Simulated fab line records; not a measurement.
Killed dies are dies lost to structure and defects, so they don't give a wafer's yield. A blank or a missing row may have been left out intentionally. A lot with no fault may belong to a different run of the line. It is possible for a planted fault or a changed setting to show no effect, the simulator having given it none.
fab line records + flow gf180mcu
record:
- lots: 6
- wafers: 18
- last_day: 34
route steps=602 shown HV_LDD@198
lots that met no fault: taken from a fault-free run of the same line
start_h: hours from the record's opening day to when the first of the lot's shown wafers began + wait_h: hours since the lot's step before + " as in the row above + L1.1+2: a single row standing in for several wafers + - either no value or no given start + * or withheld: withheld + < > ~ a bound
route shown NAME@n: a module of which the file shows steps, and the number in the route of the first + usual: mean/standard deviation of fault-free wafers + same: alike in all rows + chamber/n: place in a boat + sites: readings site by site + _std_site: standard deviation across them + _edge_site: outer sites' mean less inner sites' + radius_mm: how far each site lies from the wafer's centre + mask NAME#n: copy n + behind: the last tool/chamber to shape the wafer + hold: why the lot went on hold/how many hours it stayed there/how the hold came to an end + device: transistor that didn't switch, given as n, p or np + end of line: the tests these same wafers got at the end of their route + step lacking rows: just its recipe + killed: the dies lost at the first sort to structure and to defects; this is not the yield of the wafer + map: the dies of a wafer, with x for killed, . for not killed, _ for no die there
set.NAME: the setting the step ran with; set.NAME@STEP: the setting that earlier step ran with + model.NAME: the simulator's own value behind a step, which no gauge read
lots at some steps of the route; a table a step, a row a wafer
services: from which hour (start_h, from the record's first day; less than 0 if before it) a tool's chamber was out of use, for how many hours, and why
== steps ==
step: GF_HV_LDD_STRIP_22
recipe:
- chemistry: O2/N2
- power_w: 1400
- pressure_mtorr: 1500
- platen_temp_c: 250
- o2_flow_sccm: 3000
- n2_flow_sccm: 300
- overash_fraction: 0.5
usual:
- chamber_pressure_mTorr: 1500.0/1.3
- drypump_motor_current_A: 5.7/0.34
- heater_power_w: 322/30
- oes_product_au: 0.716/0.0049
- platen_temp_c: 250.05/0.17
- strip_time_to_endpoint_s: 12.789/0.023
| lot.wafer | tool            | chamber | start_h | wait_h | chamber_pressure_mTorr | drypump_motor_current_A | heater_power_w | oes_product_au | platen_temp_c | rf_hours_counter_h | strip_time_to_endpoint_s |
|-----------|-----------------|---------|---------|--------|------------------------|-------------------------|----------------|----------------|---------------|--------------------|--------------------------|
| L824.1    | plasma_asher-02 | 0       | 242.27  | 0.1    | 1501.3                 | 5.9                     | 321            | 0.723          | 249.82        | 13                 | 12.843                   |
| L824.5    | "               | 0       | "       | "      | 1496.7                 | 5.9                     | 324            | 0.714          | 249.87        | -                  | 12.817                   |
| L824.6    | "               | 1       | "       | "      | 1498.4                 | 6.0                     | 359            | 0.721          | 249.88        | -                  | 12.787                   |
| L825.1    | plasma_asher-02 | 0       | 250.72  | 0.1    | 1500.2                 | 5.9                     | 320            | 0.716          | 250.29        | 14                 | 12.772                   |
| L825.3    | "               | 1       | "       | "      | 1501.7                 | 6.0                     | 358            | 0.714          | 249.96        | -                  | 12.763                   |
| L825.5    | "               | 1       | "       | "      | 1501.6                 | 6.0                     | 368            | 0.713          | 249.87        | -                  | 12.779                   |
| L837.3    | plasma_asher-03 | 1       | 346.88  | 0.1    | 1499.5                 | 5.1                     | 304            | 0.712          | 249.92        | -                  | 12.797                   |
| L837.4    | "               | 0       | "       | "      | 1499.9                 | 5.2                     | 344            | 0.718          | 250.31        | -                  | 12.768                   |
| L837.5    | "               | 0       | "       | "      | 1499.1                 | 5.2                     | 338            | 0.713          | 250.33        | -                  | 12.772                   |
| L838.1    | plasma_asher-02 | 1       | 351.04  | 0.1    | 1499.8                 | 6.0                     | 364            | 0.710          | 250.18        | 23                 | 12.826                   |
| L838.3    | "               | 1       | "       | "      | 1499.7                 | 6.0                     | 372            | 0.716          | 250.22        | -                  | 12.792                   |
| L838.6    | "               | 0       | "       | "      | 1498.8                 | 5.9                     | 331            | 0.714          | 249.92        | -                  | 12.772                   |
| L843.1    | plasma_asher-02 | 1       | 384.37  | 0.1    | 1498.3                 | 6.0                     | 372            | 0.712          | 249.97        | 27                 | 12.767                   |
| L843.3    | "               | 0       | "       | "      | 1499.4                 | 5.9                     | 325            | 0.720          | 249.93        | -                  | 12.784                   |
| L843.4    | "               | 1       | "       | "      | 1498.8                 | 6.0                     | 370            | 0.718          | 250.07        | -                  | 12.788                   |
| L845.1    | plasma_asher-04 | 0       | 405.29  | 0.1    | 1499.4                 | 5.7                     | 315            | 0.715          | 250.00        | 77                 | 12.789                   |
| L845.2    | "               | 1       | "       | "      | 1501.4                 | 5.3                     | 282            | 0.710          | 249.93        | 77                 | 12.768                   |
| L845.5    | "               | 1       | "       | "      | 1498.2                 | 5.2                     | 281            | 0.729          | 249.84        | -                  | 12.817                   |
step: GF_HV_LDD_TW_MEAS_23
usual:
- HV_LDD_2_TW: 1066/17
| lot.wafer | tool          | chamber | start_h | wait_h | HV_LDD_2_TW |
|-----------|---------------|---------|---------|--------|-------------|
| L824.1    | film_metro-01 | -       | 242.37  | 0.1    | 1062        |
| L824.5    | "             | -       | "       | "      | 1066        |
| L824.6    | "             | -       | "       | "      | 1066        |
| L825.1    | film_metro-02 | -       | 250.82  | 0.1    | 1040        |
| L825.3    | "             | -       | "       | "      | 1044        |
| L825.5    | "             | -       | "       | "      | 1037        |
| L837.3    | film_metro-01 | -       | 346.96  | 0.1    | 1057        |
| L837.4    | "             | -       | "       | "      | 1059        |
| L837.5    | "             | -       | "       | "      | 1060        |
| L838.1    | film_metro-01 | -       | 351.14  | 0.1    | 1063        |
| L838.3    | "             | -       | "       | "      | 1065        |
| L838.6    | "             | -       | "       | "      | 1066        |
| L843.1    | film_metro-03 | -       | 384.47  | 0.1    | 1082        |
| L843.3    | "             | -       | "       | "      | 1085        |
| L843.4    | "             | -       | "       | "      | 1086        |
| L845.1    | film_metro-03 | -       | 405.39  | 0.1    | 1086        |
| L845.2    | "             | -       | "       | "      | 1084        |
| L845.5    | "             | -       | "       | "      | 1090        |
step: GF_HV_LDD_DEHYDRATE_24
recipe:
- temp_c: 200
- time_s: 60
step: GF_HV_LDD_HMDS_25
recipe:
- prime_time_s: 60
- prime_temp_c: 120
step: GF_HV_LDD_COAT_26
recipe:
- resist: NOVOLAK
- spin_rpm: 3000
- resist_thk_nm: 1000
step: GF_HV_LDD_SOFTBAKE_27
recipe:
- temp_c: 90
- time_s: 60
- resist: NOVOLAK
step: GF_HV_LDD_EXPOSE_28
recipe:
- mask_id: Nplus_HV_AREA
- target_cd_nm: 400
- na: 0.6
- source_shape: conventional
- sigma_outer: 0.6
- dose_mj: 140
step: GF_HV_LDD_PEB_29
recipe:
- temp_c: withheld
- time_s: *
- resist: NOVOLAK
step: GF_HV_LDD_DEVELOP_30
recipe:
- develop_time_s: 60
- dev_temp_c: 23
step: GF_HV_LDD_CD_MEAS_31
recipe:
- target_cd_nm: 400
usual:
- cd_nm: 400.7/2.4
| lot.wafer | tool      | chamber | start_h | wait_h | cd_nm |
|-----------|-----------|---------|---------|--------|-------|
| L824.1    | cd_sem-01 | -       | 261.44  | 0.1    | 397.0 |
| L824.5    | "         | -       | "       | "      | 396.2 |
| L824.6    | "         | -       | "       | "      | 395.1 |
| L825.1    | cd_sem-02 | -       | 269.91  | 0.1    | 396.4 |
| L825.3    | "         | -       | "       | "      | 398.9 |
| L825.5    | "         | -       | "       | "      | 396.0 |
| L837.3    | cd_sem-02 | -       | 368.53  | 0.1    | 401.3 |
| L837.4    | "         | -       | "       | "      | 401.0 |
| L837.5    | "         | -       | "       | "      | 401.0 |
| L838.1    | cd_sem-01 | -       | 373.06  | 0.1    | 402.2 |
| L838.3    | "         | -       | "       | "      | 402.7 |
| L838.6    | "         | -       | "       | "      | 401.8 |
| L843.1    | cd_sem-01 | -       | 407.56  | 0.1    | 399.3 |
| L843.3    | "         | -       | "       | "      | 401.0 |
| L843.4    | "         | -       | "       | "      | 400.5 |
| L845.1    | cd_sem-01 | -       | 428.71  | 0.1    | 397.0 |
| L845.2    | "         | -       | "       | "      | 396.7 |
| L845.5    | "         | -       | "       | "      | 399.0 |
step: GF_HV_LDD_OVL_MEAS_32
usual:
- HV_LDD_02_OVL: -0.9/1.4
| lot.wafer | tool       | chamber | start_h | wait_h | HV_LDD_02_OVL[nm] |
|-----------|------------|---------|---------|--------|-------------------|
| L824.1    | overlay-01 | -       | 261.56  | 0.1    | 0.4               |
| L824.5    | "          | -       | "       | "      | 0.4               |
| L824.6    | "          | -       | "       | "      | 0.8               |
| L825.1    | overlay-01 | -       | 270.03  | 0.1    | -0.5              |
| L825.3    | "          | -       | "       | "      | -2.3              |
| L825.5    | "          | -       | "       | "      | -4.5              |
| L837.3    | overlay-02 | -       | 368.62  | 0.1    | 1.3               |
| L837.4    | "          | -       | "       | "      | 2.1               |
| L837.5    | "          | -       | "       | "      | -0.3              |
| L838.1    | overlay-02 | -       | 373.18  | 0.1    | -2.0              |
| L838.3    | "          | -       | "       | "      | -2.1              |
| L838.6    | "          | -       | "       | "      | -4.3              |
| L843.1    | overlay-02 | -       | 407.68  | 0.1    | -0.1              |
| L843.3    | "          | -       | "       | "      | 1.0               |
| L843.4    | "          | -       | "       | "      | -1.3              |
| L845.1    | overlay-01 | -       | 428.83  | 0.1    | -0.9              |
| L845.2    | "          | -       | "       | "      | 0.1               |
| L845.5    | "          | -       | "       | "      | -3.3              |
step: GF_HV_LDD_IMPLANT_33
recipe:
- species: P
- energy_kev: 60
- dose_cm2: 7.5e+12
- tilt_deg: 30
- rotation_deg: 0
step: GF_HV_LDD_IMPLANT_34
recipe:
- species: P
- energy_kev: 60
- dose_cm2: 7.5e+12
- tilt_deg: 30
- rotation_deg: 90
usual:
- beam_energy_keV: 59.998/0.02
- beam_on_s: 9.99/0.19
| lot.wafer | tool         | chamber | start_h | wait_h | beam_energy_keV | beam_on_s |
|-----------|--------------|---------|---------|--------|-----------------|-----------|
| L824.1    | implanter-03 | 0       | 261.74  | 0.1    | 60.037          | 9.55      |
| L824.5    | "            | 0       | "       | "      | 59.986          | 10.25     |
| L824.6    | "            | 0       | "       | "      | 60.030          | 10.07     |
| L825.1    | implanter-04 | 0       | 270.22  | 0.1    | 59.984          | 9.78      |
| L825.3    | "            | 0       | "       | "      | 60.007          | 10.13     |
| L825.5    | "            | 0       | "       | "      | 59.957          | 9.82      |
| L837.3    | implanter-03 | -       | 368.84  | 0.1    | -               | -         |
| L837.4    | "            | -       | "       | "      | -               | -         |
| L837.5    | "            | -       | "       | "      | -               | -         |
| L838.1    | implanter-03 | -       | 373.36  | 0.1    | -               | -         |
| L838.3    | "            | -       | "       | "      | -               | -         |
| L838.6    | "            | -       | "       | "      | -               | -         |
| L843.1    | implanter-02 | 0       | 407.86  | 0.1    | 59.991          | 9.76      |
| L843.3    | "            | 0       | "       | "      | 59.978          | 9.82      |
| L843.4    | "            | 0       | "       | "      | 60.007          | 10.15     |
| L845.1    | implanter-02 | 0       | 429.01  | 0.1    | 60.001          | 10.15     |
| L845.2    | "            | 0       | "       | "      | 59.998          | 9.88      |
| L845.5    | "            | 0       | "       | "      | 59.988          | 10.06     |
step: GF_HV_LDD_IMPLANT_35
recipe:
- species: P
- energy_kev: 60
- dose_cm2: 7.5e+12
- tilt_deg: 30
- rotation_deg: 180
step: GF_HV_LDD_IMPLANT_36
recipe:
- species: P
- energy_kev: 60
- dose_cm2: 7.5e+12
- tilt_deg: 30
- rotation_deg: 270
step: GF_HV_LDD_STRIP_37
recipe:
- chemistry: O2/N2
- power_w: 1400
- pressure_mtorr: 1500
- platen_temp_c: 250
- o2_flow_sccm: 3000
- n2_flow_sccm: 300
- overash_fraction: 0.5
usual:
- chamber_pressure_mTorr: 1499.8/1.3
- drypump_motor_current_A: 5.5/0.34
- heater_power_w: 318/27
- oes_product_au: 0.716/0.0049
- platen_temp_c: 249.96/0.17
- strip_time_to_endpoint_s: 12.62/0.041
| lot.wafer | tool            | chamber | start_h | wait_h | chamber_pressure_mTorr | drypump_motor_current_A | heater_power_w | oes_product_au | platen_temp_c | rf_hours_counter_h | strip_time_to_endpoint_s |
|-----------|-----------------|---------|---------|--------|------------------------|-------------------------|----------------|----------------|---------------|--------------------|--------------------------|
| L824.1    | plasma_asher-03 | 1       | 262.19  | 0.1    | 1499.9                 | 5.1                     | 309            | 0.714          | 249.96        | 45                 | 12.70                    |
| L824.5    | "               | 1       | "       | "      | 1500.2                 | 5.1                     | 312            | 0.716          | 250.00        | -                  | 12.72                    |
| L824.6    | "               | 0       | "       | "      | 1501.0                 | 5.2                     | 338            | 0.721          | 250.03        | -                  | 12.64                    |
| L825.1    | plasma_asher-02 | 0       | 270.67  | 0.1    | 1498.4                 | 5.9                     | 332            | 0.721          | 250.00        | 16                 | 12.64                    |
| L825.3    | "               | 1       | "       | "      | 1497.0                 | 6.0                     | 370            | 0.724          | 250.05        | -                  | 12.64                    |
| L825.5    | "               | 0       | "       | "      | 1498.5                 | 5.9                     | 317            | 0.711          | 250.19        | -                  | 12.68                    |
| L837.3    | plasma_asher-04 | 0       | 369.28  | 0.1    | 1500.4                 | 5.7                     | 312            | 0.710          | 249.96        | -                  | 12.68                    |
| L837.4    | "               | 1       | "       | "      | 1500.0                 | 5.2                     | 284            | 0.720          | 249.76        | -                  | 12.64                    |
| L837.5    | "               | 1       | "       | "      | 1500.9                 | 5.3                     | 277            | 0.716          | 249.81        | -                  | 12.68                    |
| L838.1    | plasma_asher-02 | 1       | 373.81  | 0.1    | 1500.2                 | 6.0                     | 362            | 0.711          | 249.62        | 26                 | 12.68                    |
| L838.3    | "               | 0       | "       | "      | 1500.2                 | 6.0                     | 327            | 0.720          | 249.87        | -                  | 12.71                    |
| L838.6    | "               | 0       | "       | "      | 1498.8                 | 6.0                     | 327            | 0.711          | 249.82        | -                  | 12.67                    |
| L843.1    | plasma_asher-02 | 0       | 408.31  | 0.1    | 1497.4                 | 5.9                     | 324            | 0.713          | 249.74        | 29                 | 12.58                    |
| L843.3    | "               | 1       | "       | "      | 1501.0                 | 6.0                     | 368            | 0.725          | 249.76        | -                  | 12.61                    |
| L843.4    | "               | 0       | "       | "      | 1501.1                 | 5.9                     | 328            | 0.716          | 249.93        | -                  | 12.56                    |
| L845.1    | plasma_asher-02 | 0       | 429.46  | 0.1    | 1501.7                 | 5.9                     | 325            | 0.711          | 249.75        | 32                 | 12.69                    |
| L845.2    | "               | 1       | "       | "      | 1500.8                 | 6.0                     | 364            | 0.718          | 249.83        | 32                 | 12.67                    |
| L845.5    | "               | 0       | "       | "      | 1502.0                 | 5.9                     | 322            | 0.712          | 249.99        | -                  | 12.66                    |
step: GF_HV_LDD_TW_MEAS_38
usual:
- HV_LDD_3_TW: 1442/21
| lot.wafer | tool          | chamber | start_h | wait_h | HV_LDD_3_TW |
|-----------|---------------|---------|---------|--------|-------------|
| L824.1    | film_metro-01 | -       | 262.36  | 0.1    | 1439        |
| L824.5    | "             | -       | "       | "      | 1429        |
| L824.6    | "             | -       | "       | "      | 1437        |
| L825.1    | film_metro-01 | -       | 270.77  | 0.1    | 1440        |
| L825.3    | "             | -       | "       | "      | 1450        |
| L825.5    | "             | -       | "       | "      | 1432        |
| L837.3    | film_metro-02 | -       | 369.36  | 0.1    | 1290        |
| L837.4    | "             | -       | "       | "      | 1282        |
| L837.5    | "             | -       | "       | "      | 1288        |
| L838.1    | film_metro-02 | -       | 373.91  | 0.1    | 1292        |
| L838.3    | "             | -       | "       | "      | 1286        |
| L838.6    | "             | -       | "       | "      | 1281        |
| L843.1    | film_metro-03 | -       | 408.41  | 0.1    | 1451        |
| L843.3    | "             | -       | "       | "      | 1453        |
| L843.4    | "             | -       | "       | "      | 1453        |
| L845.1    | film_metro-01 | -       | 429.56  | 0.1    | 1428        |
| L845.2    | "             | -       | "       | "      | 1424        |
| L845.5    | "             | -       | "       | "      | 1430        |
step: GF_HV_LDD_DEHYDRATE_39
recipe:
- temp_c: 200
- time_s: 60
step: GF_HV_LDD_HMDS_40
recipe:
- prime_time_s: 60
- prime_temp_c: 120
step: GF_HV_LDD_COAT_41
recipe:
- resist: NOVOLAK
- spin_rpm: 3000
- resist_thk_nm: 1000
step: GF_HV_LDD_SOFTBAKE_42
recipe:
- temp_c: 90
- time_s: 60
- resist: NOVOLAK
step: GF_HV_LDD_EXPOSE_43
recipe:
- mask_id: Pplus_HV_AREA
- target_cd_nm: 400
- na: 0.6
- source_shape: conventional
- sigma_outer: 0.6
- dose_mj: 140
step: GF_HV_LDD_PEB_44
recipe:
- temp_c: withheld
- time_s: *
- resist: NOVOLAK
step: GF_HV_LDD_DEVELOP_45
recipe:
- develop_time_s: 60
- dev_temp_c: 23
step: GF_HV_LDD_CD_MEAS_46
recipe:
- target_cd_nm: 400
usual:
- cd_nm: 400.5/2.4
| lot.wafer | tool      | chamber | start_h | wait_h | cd_nm |
|-----------|-----------|---------|---------|--------|-------|
| L824.1    | cd_sem-02 | -       | 281.99  | 0.1    | 399.5 |
| L824.5    | "         | -       | "       | "      | 400.7 |
| L824.6    | "         | -       | "       | "      | 401.2 |
| L825.1    | cd_sem-02 | -       | 290.36  | 0.1    | 396.1 |
| L825.3    | "         | -       | "       | "      | 395.4 |
| L825.5    | "         | -       | "       | "      | 396.9 |
| L837.3    | cd_sem-01 | -       | 391.60  | 0.1    | 396.8 |
| L837.4    | "         | -       | "       | "      | 395.5 |
| L837.5    | "         | -       | "       | "      | 398.4 |
| L838.1    | cd_sem-02 | -       | 396.34  | 0.1    | 405.1 |
| L838.3    | "         | -       | "       | "      | 404.2 |
| L838.6    | "         | -       | "       | "      | 404.4 |
| L843.1    | cd_sem-02 | -       | 432.26  | 0.1    | 400.7 |
| L843.3    | "         | -       | "       | "      | 400.3 |
| L843.4    | "         | -       | "       | "      | 401.3 |
| L845.1    | cd_sem-01 | -       | 454.26  | 0.1    | 396.0 |
| L845.2    | "         | -       | "       | "      | 397.9 |
| L845.5    | "         | -       | "       | "      | 398.7 |
step: GF_HV_LDD_OVL_MEAS_47
usual:
- HV_LDD_03_OVL: -1.2/1.9
| lot.wafer | tool       | chamber | start_h | wait_h | HV_LDD_03_OVL[nm] |
|-----------|------------|---------|---------|--------|-------------------|
| L824.1    | overlay-02 | -       | 282.11  | 0.1    | -1.9              |
| L824.5    | "          | -       | "       | "      | -3.0              |
| L824.6    | "          | -       | "       | "      | -3.4              |
| L825.1    | overlay-01 | -       | 290.48  | 0.1    | -3.4              |
| L825.3    | "          | -       | "       | "      | -2.7              |
| L825.5    | "          | -       | "       | "      | -1.8              |
| L837.3    | overlay-02 | -       | 391.69  | 0.1    | -0.6              |
| L837.4    | "          | -       | "       | "      | 0.4               |
| L837.5    | "          | -       | "       | "      | -1.2              |
| L838.1    | overlay-01 | -       | 396.46  | 0.1    | -3.4              |
| L838.3    | "          | -       | "       | "      | -0.4              |
| L838.6    | "          | -       | "       | "      | 0.5               |
| L843.1    | overlay-01 | -       | 432.38  | 0.1    | -1.3              |
| L843.3    | "          | -       | "       | "      | -0.4              |
| L843.4    | "          | -       | "       | "      | -2.3              |
| L845.1    | overlay-02 | -       | 454.38  | 0.1    | -1.7              |
| L845.2    | "          | -       | "       | "      | -2.1              |
| L845.5    | "          | -       | "       | "      | -1.4              |
step: GF_HV_LDD_IMPLANT_48
recipe:
- species: B
- energy_kev: 25
- dose_cm2: 3e+13
- tilt_deg: 7
step: GF_HV_LDD_STRIP_49
recipe:
- chemistry: O2/N2
- power_w: 1400
- pressure_mtorr: 1500
- platen_temp_c: 250
- o2_flow_sccm: 3000
- n2_flow_sccm: 300
- overash_fraction: 0.5
usual:
- chamber_pressure_mTorr: 1500.1/1.4
- drypump_motor_current_A: 5.39/0.29
- heater_power_w: 315/23
- oes_product_au: 0.716/0.0041
- platen_temp_c: 250.01/0.18
- strip_time_to_endpoint_s: 12.618/0.03
| lot.wafer | tool            | chamber | start_h | wait_h | chamber_pressure_mTorr | drypump_motor_current_A | heater_power_w | oes_product_au | platen_temp_c | rf_hours_counter_h | strip_time_to_endpoint_s |
|-----------|-----------------|---------|---------|--------|------------------------|-------------------------|----------------|----------------|---------------|--------------------|--------------------------|
| L824.1    | plasma_asher-03 | 1       | 282.29  | 0.1    | 1500.4                 | 5.11                    | 297            | 0.717          | 249.81        | 47                 | 12.644                   |
| L824.5    | "               | 0       | "       | "      | 1501.5                 | 5.24                    | 334            | 0.715          | 249.75        | -                  | 12.605                   |
| L824.6    | "               | 1       | "       | "      | 1500.0                 | 5.10                    | 299            | 0.714          | 249.75        | -                  | 12.608                   |
| L825.1    | plasma_asher-04 | 1       | 290.66  | 0.1    | 1499.0                 | 5.26                    | 278            | 0.716          | 250.04        | 65                 | 12.603                   |
| L825.3    | "               | 1       | "       | "      | 1502.4                 | 5.24                    | 275            | 0.722          | 250.14        | -                  | 12.592                   |
| L825.5    | "               | 0       | "       | "      | 1501.7                 | 5.66                    | 307            | 0.709          | 250.41        | -                  | 12.644                   |
| L837.3    | plasma_asher-03 | 1       | 391.90  | 0.1    | 1500.6                 | 5.16                    | 310            | 0.718          | 250.20        | -                  | 12.644                   |
| L837.4    | "               | 0       | "       | "      | 1500.4                 | 5.25                    | 340            | 0.706          | 250.35        | -                  | 12.573                   |
| L837.5    | "               | 1       | "       | "      | 1501.7                 | 5.16                    | 307            | 0.719          | 250.27        | -                  | 12.661                   |
| L838.1    | plasma_asher-04 | 0       | 396.64  | 0.1    | 1500.6                 | 5.68                    | 308            | 0.711          | 249.77        | 77                 | 12.598                   |
| L838.3    | "               | 1       | "       | "      | 1499.1                 | 5.24                    | 278            | 0.711          | 250.22        | -                  | 12.640                   |
| L838.6    | "               | 0       | "       | "      | 1502.1                 | 5.69                    | 305            | 0.707          | 249.84        | -                  | 12.649                   |
| L843.1    | plasma_asher-02 | 1       | 432.56  | 0.1    | 1498.8                 | 6.04                    | 362            | 0.712          | 250.05        | 32                 | 12.591                   |
| L843.3    | "               | 0       | "       | "      | 1500.3                 | 5.94                    | 330            | 0.716          | 249.84        | -                  | 12.597                   |
| L843.4    | "               | 1       | "       | "      | 1502.6                 | 6.05                    | 360            | 0.710          | 250.10        | -                  | 12.577                   |
| L845.1    | plasma_asher-04 | 1       | 454.56  | 0.1    | 1498.1                 | 5.26                    | 292            | 0.713          | 250.02        | 3                  | 12.631                   |
| L845.2    | "               | 0       | "       | "      | 1499.9                 | 5.67                    | 313            | 0.716          | 249.89        | 3                  | 12.579                   |
| L845.5    | "               | 0       | "       | "      | 1501.2                 | 5.69                    | 304            | 0.718          | 249.72        | -                  | 12.617                   |
step: GF_HV_LDD_TW_MEAS_50
usual:
- HV_LDD_4_TW: 569/8.7
| lot.wafer | tool          | chamber | start_h | wait_h | HV_LDD_4_TW |
|-----------|---------------|---------|---------|--------|-------------|
| L824.1    | film_metro-02 | -       | 282.39  | 0.1    | 559         |
| L824.5    | "             | -       | "       | "      | 559         |
| L824.6    | "             | -       | "       | "      | 559         |
| L825.1    | film_metro-03 | -       | 290.76  | 0.1    | 573         |
| L825.3    | "             | -       | "       | "      | 573         |
| L825.5    | "             | -       | "       | "      | 575         |
| L837.3    | film_metro-02 | -       | 391.98  | 0.1    | 558         |
| L837.4    | "             | -       | "       | "      | 559         |
| L837.5    | "             | -       | "       | "      | 559         |
| L838.1    | film_metro-01 | -       | 396.74  | 0.1    | 570         |
| L838.3    | "             | -       | "       | "      | 571         |
| L838.6    | "             | -       | "       | "      | 570         |
| L843.1    | film_metro-01 | -       | 432.66  | 0.1    | 569         |
| L843.3    | "             | -       | "       | "      | 569         |
| L843.4    | "             | -       | "       | "      | 567         |
| L845.1    | film_metro-02 | -       | 454.66  | 0.1    | 558         |
| L845.2    | "             | -       | "       | "      | 558         |
| L845.5    | "             | -       | "       | "      | 558         |
step: GF_HV_LDD_CLEAN_51
recipe:
- chemistry: SC1/SC2
- mix: 1:4:20
- temp_c: 70
- time_s: 150
- dry: n2_spin
step: GF_HV_LDD_RTA_52
recipe:
- temp_c: 1000
- time_s: 10
- ambient: N2
usual:
- lamp_power_pct: 33.1/2.2
- wafer_temp_C_max: 1005.5/1.2
| lot.wafer | tool          | chamber | start_h | wait_h | lamp_power_pct | wafer_temp_C_max |
|-----------|---------------|---------|---------|--------|----------------|------------------|
| L824.1    | rtp_anneal-01 | 0       | 282.51  | 0.0    | 35.3           | 1005.9           |
| L824.5    | "             | 0       | "       | "      | 35.3           | 1005.8           |
| L824.6    | "             | 0       | "       | "      | 35.3           | 1008.7           |
| L825.1    | rtp_anneal-01 | 0       | 290.87  | 0.0    | 35.3           | 1005.2           |
| L825.3    | "             | 0       | "       | "      | 35.3           | 1007.1           |
| L825.5    | "             | 0       | "       | "      | 35.3           | 1007.4           |
| L837.3    | rtp_anneal-01 | 0       | 392.12  | 0.0    | 35.3           | 1007.9           |
| L837.4    | "             | 0       | "       | "      | 35.3           | 1005.2           |
| L837.5    | "             | 0       | "       | "      | 35.3           | 1006.5           |
| L838.1    | rtp_anneal-01 | 0       | 396.85  | 0.0    | 35.3           | 1006.8           |
| L838.3    | "             | 0       | "       | "      | 35.4           | 1007.4           |
| L838.6    | "             | 0       | "       | "      | 35.3           | 1006.1           |
| L843.1    | rtp_anneal-01 | 0       | 432.77  | 0.0    | 35.3           | 1005.5           |
| L843.3    | "             | 0       | "       | "      | 35.3           | 1005.6           |
| L843.4    | "             | 0       | "       | "      | 35.3           | 1008.2           |
| L845.1    | rtp_anneal-01 | 0       | 454.77  | 0.0    | 35.3           | 1004.4           |
| L845.2    | "             | 0       | "       | "      | 35.2           | 1004.7           |
| L845.5    | "             | 0       | "       | "      | 35.3           | 1006.2           |
step: GF_HV_LDD_RS_MEAS_53
recipe:
- thk_meas_gauge: four-point-probe
usual:
- HV_LDD_RS: 418.3/0.86
| lot.wafer | tool          | chamber | start_h | wait_h | HV_LDD_RS[ohm/sq] |
|-----------|---------------|---------|---------|--------|-------------------|
| L824.1    | film_metro-01 | -       | 282.58  | 0.1    | 418.6             |
| L824.5    | "             | -       | "       | "      | 416.9             |
| L824.6    | "             | -       | "       | "      | 418.2             |
| L825.1    | film_metro-03 | -       | 290.94  | 0.1    | 418.4             |
| L825.3    | "             | -       | "       | "      | 417.4             |
| L825.5    | "             | -       | "       | "      | 418.1             |
| L837.3    | film_metro-01 | -       | 392.25  | 0.1    | 438.6             |
| L837.4    | "             | -       | "       | "      | 439.4             |
| L837.5    | "             | -       | "       | "      | 439.1             |
| L838.1    | film_metro-01 | -       | 396.92  | 0.1    | 439.7             |
| L838.3    | "             | -       | "       | "      | 439.6             |
| L838.6    | "             | -       | "       | "      | 439.4             |
| L843.1    | film_metro-03 | -       | 432.84  | 0.1    | 419.3             |
| L843.3    | "             | -       | "       | "      | 418.4             |
| L843.4    | "             | -       | "       | "      | 419.2             |
| L845.1    | film_metro-03 | -       | 454.84  | 0.1    | 418.6             |
| L845.2    | "             | -       | "       | "      | 418.9             |
| L845.5    | "             | -       | "       | "      | 418.3             |
step: GF_HV_LDD_CVD_54
recipe:
- material: SiO2
- target_thk_nm: 10
- precursor: TEOS
- temp_c: 680
- time_s: 75
- pressure_mtorr: 400
== services ==
| tool            | chamber | start_h | hours | kind       |
|-----------------|---------|---------|-------|------------|
| implanter-03    | -       | 251.35  | 3.9   | pm         |
| implanter-02    | -       | 271.71  | 4.8   | pm         |
| implanter-04    | -       | 302.57  | 6.9   | repair     |
| plasma_asher-02 | -       | 314.92  | 15.1  | repair     |
| implanter-03    | -       | 326.65  | 10.4  | repair     |
| implanter-02    | -       | 359.32  | 1.4   | repair     |
| plasma_asher-04 | -       | 380.97  | 0.8   | repair     |
| implanter-04    | -       | 383.94  | 1.1   | repair     |
| plasma_asher-04 | -       | 421.31  | 9.0   | pm         |
| plasma_asher-04 | 0       | 421.31  | 9.0   | vent_cycle |
| plasma_asher-04 | 1       | 421.31  | 9.0   | vent_cycle |
| plasma_asher-04 | 0       | 430.31  | -     | clean      |
| plasma_asher-04 | 1       | 430.31  | -     | clean      |
| plasma_asher-02 | -       | 435.81  | 10.1  | repair     |
== key ==
first_sign:
- step: GF_HV_LDD_IMPLANT_34
- reading: tool_record
- direction: missing
effect:
- step: GF_HV_LDD_TW_MEAS_38
- reading: HV_LDD_3_TW
- direction: down
- sigmas: 7.6
- usual: 1442
- struck: 1287
effect:
- step: GF_HV_LDD_RS_MEAS_53
- reading: HV_LDD_RS
- direction: up
- sigmas: 24
- usual: 418.3
- struck: 439.3
met_at GF_HV_LDD_IMPLANT_34
struck_wafers L837.3,L837.4,L837.5,L838.1,L838.3,L838.6
later_rows_left_out L837.3,L837.4,L837.5,L838.1,L838.3,L838.6
sort_left_out L837.3,L837.4,L837.5,L838.1,L838.3,L838.6
tester_left_out L837,L838
onset_between 261.74 368.84
fault:
- kind: skipped_step_whole
- tool: implanter-03
- chamber: -
- onset_h: 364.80
- steps: GF_HV_LDD_IMPLANT_34
- scope: struck_lots_only
tester_left_out: of these lots the tester's yield and bins aren't shown, on N5 and GAA mostly nor the transistor test; their killed dies are dies lost to structure and defects alone, not to doping, threshold or leakage, so they don't give the yield
sort_left_out: the simulated sort isn't trusted on such a fault, so these wafers' sort isn't shown, and their yield isn't known
later_rows_left_out: the simulator's readings of these wafers behind a module that went badly wrong aren't trusted and aren't shown, but for the sort
